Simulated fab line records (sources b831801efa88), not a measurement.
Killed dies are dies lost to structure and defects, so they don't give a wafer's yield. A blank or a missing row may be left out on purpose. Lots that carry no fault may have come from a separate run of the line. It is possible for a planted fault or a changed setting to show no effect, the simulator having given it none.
What tool caused it?	flow gf180mcu	36 wafers from 12 lots sampled at 3 of the route's 602 steps

== WHAT EACH GAUGE READ, for each wafer ==
GF_M5_CD_MEAS_07 targets a cd of 280 nm. Usual: 280.3 nm for cd_nm, sd 1.3.
lot	measured	on	cd_nm (nm)	flag
L768	day 26 07:28	cd_sem-02	282.0 281.3 282.4	
L769	day 27 02:49	cd_sem-02	279.4 278.8 280.2	
L770	day 27 04:22	cd_sem-01	280.7 280.5 280.5	
L773	day 28 07:19	cd_sem-02	280.0 280.2 278.7	
L780	day 30 00:09	cd_sem-02	279.7 280.6 280.8	
L783	day 30 17:25	cd_sem-02	280.1 280.4 278.9	
L784	day 31 03:44	cd_sem-01	279.4 279.3 279.2	
L787	day 31 17:01	cd_sem-01	280.9 280.7 281.2	
L788	day 32 03:16	cd_sem-02	280.6 281.4 281.1	
L789	day 32 08:37	cd_sem-01	283.1 283.2 282.2	
L790	day 32 10:40	cd_sem-02	280.2 280.0 280.5	
L791	day 32 15:32	cd_sem-02	280.9 281.4 282.4	

GF_V5_RS_MEAS_24: a four-point-probe measurement. Usual: for V5_W_RS the level is 0.325 ohm/sq and the standard deviation is 0.0065.
lot	measured	on	V5_W_RS (ohm/sq)	flag
L768	day 27 07:02	film_metro-01	0.324 0.326 0.334	
L769	day 28 01:11	film_metro-01	0.324 0.332 0.331	
L770	day 28 03:19	film_metro-01	0.329 0.331 0.324	
L773	day 29 05:15	film_metro-01	0.326 0.330 0.333	
L780	day 30 21:11	film_metro-01	0.314 0.324 0.314	
L783	day 31 13:13	film_metro-03	0.328 0.330 0.329	
L784	day 32 00:25	film_metro-04	0.328 0.335 0.328	
L787	day 32 12:04	film_metro-03	0.329 0.315 0.327	
L788	day 32 22:41	film_metro-03	0.317 0.325 0.317	
L789	day 33 02:55	film_metro-01	0.324 0.317 0.314	
L790	day 33 06:09	film_metro-01	0.326 0.315 0.314	
L791	day 33 10:41	film_metro-03	0.331 0.329 0.331	

== EACH LOT AND THE TOOL THAT RAN IT (in order: tool; ch and the chambers of the sampled wafers; start) ==
lot	GF_STI_ETCH_14
L768	rie_si-02 ch 0,2, day 2 02:17
L769	rie_si-01 ch 0,3, day 2 06:47
L770	rie_si-01 ch 0,1,2, day 2 11:22
L773	rie_si-02 ch 0,2,3, day 3 02:31
L780	rie_si-01 ch 0,1,3, day 4 15:26
L783	rie_si-01 ch 0,2,3, day 5 06:55
L784	rie_si-01 ch 0,2,3, day 5 11:55
L787	rie_si-02 ch 0,2,3, day 6 03:26
L788	rie_si-02 ch 0,1,2, day 6 09:44
L789	rie_si-01 ch 0,1,3, day 6 14:19
L790	rie_si-01 ch 0,2,3, day 6 19:28
L791	rie_si-02 ch 0,1, day 6 23:19
- GF_STI_ETCH_14: etches Si in HBr/Cl2/O2, target depth 360 nm, time 102.9 s.

== WHAT THE TOOLS THEMSELVES READ (means of the sampled wafers that have a number; where no wafer has one, the mark that the record gives instead) ==
GF_STI_ETCH_14. Usual: O2_flow_sccm 6.000 sccm, standard deviation 0.019; drypump_motor_current_A 5.5 A, standard deviation 0.34; oes_product_au 0.998 a.u., standard deviation 0.012; throttle_valve_pct 25.658 %, standard deviation 0.012.
lot	tool	O2_flow_sccm (sccm)	drypump_motor_current_A (A)	oes_product_au (a.u.)	throttle_valve_pct (%)	flag
L768	rie_si-02	5.990	5.9	0.995	25.660	
L769	rie_si-01	5.988	5.5	0.990	25.661	
L770	rie_si-01	6.010	5.1	0.992	25.659	
L773	rie_si-02	6.002	5.8	1.004	25.660	
L780	rie_si-01	6.003	5.4	0.991	25.656	
L783	rie_si-01	6.000	5.3	0.995	25.662	
L784	rie_si-01	6.018	5.2	0.994	25.657	
L787	rie_si-02	5.992	5.8	1.007	25.660	
L788	rie_si-02	6.003	5.7	1.004	25.663	
L789	rie_si-01	6.001	5.4	0.988	25.660	
L790	rie_si-01	5.994	5.3	0.992	25.656	
L791	rie_si-02	5.997	5.6	1.016	25.640	

== THE ANSWER, worked out from the rows above alone ==
Rule: lot off if the mean of its wafers having a number is beyond 3 standard deviations from the usual mean. Also off: a lot with no number at a reading for which 4 or more lots have one. Where the step has rows for the other lots, those lots are counted as sound. Order of review: gauges by route order, followed by the tools' own readings, for which a lot's mean as printed above is used. At the first step where some lot is off, the reading lying furthest off is the one used; lots without a number count as furthest.
No lot is off on any of the readings shown, so nothing can be concluded from this.

== WHAT THE SIMULATOR HAD INSERTED ==
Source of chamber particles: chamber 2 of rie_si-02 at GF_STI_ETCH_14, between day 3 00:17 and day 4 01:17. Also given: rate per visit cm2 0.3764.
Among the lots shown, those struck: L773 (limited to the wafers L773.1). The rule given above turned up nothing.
